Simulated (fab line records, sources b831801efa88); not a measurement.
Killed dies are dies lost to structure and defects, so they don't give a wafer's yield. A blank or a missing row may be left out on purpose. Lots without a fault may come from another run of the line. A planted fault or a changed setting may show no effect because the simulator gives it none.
Which tool did it? | flow sky130 | 12 lots, 36 wafers sampled, at 5 steps of a route of 708

WHAT THE GAUGES READ, wafer by wafer
SKY_LOCAL_INTERCONNECT_CD_MEAS_11: target cd 170 nm.
lot  | measured     | on        | cd_nm (nm)
L788 | day 31 05:53 | cd_sem-02 | 172.1 170.4 171.3
L789 | day 32 04:41 | cd_sem-02 | 173.2 171.3 172.1
L792 | day 32 11:30 | cd_sem-01 | 169.9 167.9 167.8
L791 | day 32 13:10 | cd_sem-01 | 170.5 170.8 170.0
L795 | day 33 11:20 | cd_sem-02 | 171.7 170.6 170.8
L800 | day 34 13:00 | cd_sem-01 | 170.9 172.1 170.6
L801 | day 34 18:03 | cd_sem-01 | 170.4 170.1 170.4
L803 | day 36 03:58 | cd_sem-02 | 170.1 171.3 170.6
L804 | day 36 05:54 | cd_sem-01 | 171.3 171.4 171.1
L805 | day 36 13:37 | cd_sem-01 | 171.2 171.3 171.2
L807 | day 37 06:54 | cd_sem-01 | 169.0 170.5 168.1
L809 | day 37 11:06 | cd_sem-01 | 172.6 172.7 171.4

SKY_CONTACT_CD_MEAS_14: target cd 170 nm.
lot  | measured     | on        | cd_nm (nm)
L788 | day 32 10:33 | cd_sem-01 | 171.1 171.6 171.2
L789 | day 33 08:43 | cd_sem-01 | 169.3 170.7 168.8
L792 | day 33 15:45 | cd_sem-01 | 167.1 168.4 167.6
L791 | day 33 17:31 | cd_sem-01 | 170.3 169.9 169.0
L795 | day 34 15:43 | cd_sem-01 | 166.8 166.1 167.1
L800 | day 35 15:54 | cd_sem-02 | 167.6 167.3 166.6
L801 | day 35 20:51 | cd_sem-02 | 171.5 170.9 170.1
L803 | day 37 07:16 | cd_sem-02 | 171.1 170.3 171.0
L804 | day 37 08:57 | cd_sem-01 | 170.0 168.1 168.1
L805 | day 37 17:17 | cd_sem-01 | 170.9 170.6 170.3
L807 | day 38 10:30 | cd_sem-01 | 169.7 169.6 170.7
L809 | day 38 14:06 | cd_sem-01 | 169.1 169.6 169.7

WHICH TOOL RAN EACH LOT (tool, then ch and the chambers of the sampled wafers, then the start)
lot  | SKY_LDD_N_IMPLANT_11            | SKY_LDD_N_STRIP_16                   | SKY_CONTACT_CMP_04
L788 | implanter-04 ch 0, day 18 21:17 | plasma_asher-02 ch 0,1, day 18 22:01 | cmp-02 ch 0,2,3, day 31 06:58
L789 | implanter-02 ch 0, day 19 16:52 | plasma_asher-02 ch 0,1, day 19 17:35 | cmp-01 ch 1,2, day 32 05:49
L792 | implanter-01 ch 0, day 20 04:50 | plasma_asher-03 ch 0,1, day 20 05:35 | cmp-01 ch 2,3, day 32 12:43
L791 | implanter-02 ch 0, day 20 06:41 | plasma_asher-03 ch 0,1, day 20 07:25 | cmp-01 ch 1,2,3, day 32 14:28
L795 | implanter-01 ch 0, day 21 06:20 | plasma_asher-02 ch 0,1, day 21 07:02 | cmp-01 ch 0,3, day 33 12:26
L800 | implanter-04 ch 0, day 22 11:34 | plasma_asher-02 ch 0,1, day 22 12:19 | cmp-01 ch 0,3, day 34 14:06
L801 | implanter-04 ch 0, day 22 20:28 | plasma_asher-01 ch 0,1, day 22 21:13 | cmp-02 ch 2,3, day 34 19:10
L803 | implanter-01 ch 0, day 23 23:47 | plasma_asher-03 ch 0, day 24 00:31   | cmp-02 ch 0,1, day 36 05:05
L804 | implanter-01 ch 0, day 24 11:17 | plasma_asher-02 ch 0,1, day 24 12:02 | cmp-01 ch 0,2,3, day 36 07:01
L805 | implanter-02 ch 0, day 24 19:14 | plasma_asher-03 ch 0,1, day 24 19:58 | cmp-02 ch 0,2, day 36 14:40
L807 | implanter-04 ch 0, day 25 14:25 | plasma_asher-03 ch 0,1, day 25 15:10 | cmp-01 ch 0,1,3, day 37 08:10
L809 | implanter-01 ch 0, day 25 21:40 | plasma_asher-01 ch 0,1, day 25 22:25 | cmp-01 ch 0,1,3, day 37 12:14
- SKY_LDD_N_IMPLANT_11
- SKY_LDD_N_STRIP_16: strips in O2/N2.
- SKY_CONTACT_CMP_04: polishes SiO2.

WHAT THE TOOLS THEMSELVES READ (means of the sampled wafers that have a number; where no wafer has one, the mark that the record gives instead)
SKY_LDD_N_IMPLANT_11.
lot  | tool         | beam_on_s (s) | dose_ions_cm2 | faraday_current_uA
L788 | implanter-04 | 10.17         | 7.510e+13     | 415
L789 | implanter-02 | 9.89          | 7.509e+13     | 425
L792 | implanter-01 | 9.84          | 7.504e+13     | 429
L791 | implanter-02 | 9.97          | 7.502e+13     | 425
L795 | implanter-01 | 10.12         | 7.490e+13     | 417
L800 | implanter-04 | 10.21         | 5.713e+13     | 315
L801 | implanter-04 | 9.95          | 5.714e+13     | 323
L803 | implanter-01 | 10.01         | 7.513e+13     | 422
L804 | implanter-01 | 10.13         | 7.500e+13     | 418
L805 | implanter-02 | 10.20         | 7.500e+13     | 414
L807 | implanter-04 | 9.86          | 7.506e+13     | 428
L809 | implanter-01 | 10.08         | 7.499e+13     | 419

SKY_LDD_N_STRIP_16.
lot  | tool            | drypump_motor_current_A (A) | oes_product_au (a.u.) | strip_time_to_endpoint_s (s)
L788 | plasma_asher-02 | 5.5                         | 0.408                 | 4.326
L789 | plasma_asher-02 | 5.5                         | 0.403                 | 4.313
L792 | plasma_asher-03 | 5.1                         | 0.401                 | 4.313
L791 | plasma_asher-03 | 5.1                         | 0.402                 | 4.305
L795 | plasma_asher-02 | 5.4                         | 0.402                 | 4.311
L800 | plasma_asher-02 | 5.4                         | 0.405                 | 4.244
L801 | plasma_asher-01 | 5.5                         | 0.403                 | 4.266
L803 | plasma_asher-03 | 4.7                         | 0.407                 | 4.322
L804 | plasma_asher-02 | 5.5                         | 0.405                 | 4.330
L805 | plasma_asher-03 | 5.5                         | 0.411                 | 4.333
L807 | plasma_asher-03 | 5.1                         | 0.408                 | 4.298
L809 | plasma_asher-01 | 5.8                         | 0.409                 | 4.330

SKY_CONTACT_CMP_04.
lot  | tool   | edge_zone_pressure_frac | motor_current_A (A) | time_to_endpoint_s (s)
L788 | cmp-02 | 0.998                   | 11.7                | 84
L789 | cmp-01 | 0.999                   | 11.0                | 90
L792 | cmp-01 | 0.995                   | 12.6                | 85
L791 | cmp-01 | 1.003                   | 11.8                | 89
L795 | cmp-01 | 1.004                   | 14.0                | 85
L800 | cmp-01 | 0.995                   | 13.9                | 86
L801 | cmp-02 | 0.996                   | 11.3                | 85
L803 | cmp-02 | 0.998                   | 12.3                | 83
L804 | cmp-01 | 1.000                   | 13.7                | 79
L805 | cmp-02 | 0.998                   | 12.2                | 80
L807 | cmp-01 | 0.998                   | 12.4                | 84
L809 | cmp-01 | 1.003                   | 12.6                | 95

THE ANSWER, worked out from the rows above alone
Rule: what is usual is taken from the lots themselves. Put in order of their means at a reading, lots are off if they are a third of the lots or fewer, leave a main group of 4 or more, and stand apart from it by a gap of 3 or more times the standard deviation of the main group's means; of several such gaps the widest counts. A main group whose means are all the same, to the digits that the tables above print for the reading, isn't used. A lot without any number at a reading at which 4 lots or more have one is off too. The other lots that the step has rows for count as sound. The gauges are gone through in route order, then the tools' own readings, and for those a lot's mean is taken as printed above. The first step at which some lot is off is used, and at that step the reading that is off furthest; a lot without a number counts as furthest.
Off: L800, L801, at SKY_LDD_N_IMPLANT_11 (dose_ions_cm2). The main group: mean 7.503e+13, standard deviation 6.3e+10.
A tool fits if, at that step or a process step before it, it ran every lot that is off, and no sound lot after the first of them. None of those tried fits.

WHAT THE SIMULATOR HAD PUT IN
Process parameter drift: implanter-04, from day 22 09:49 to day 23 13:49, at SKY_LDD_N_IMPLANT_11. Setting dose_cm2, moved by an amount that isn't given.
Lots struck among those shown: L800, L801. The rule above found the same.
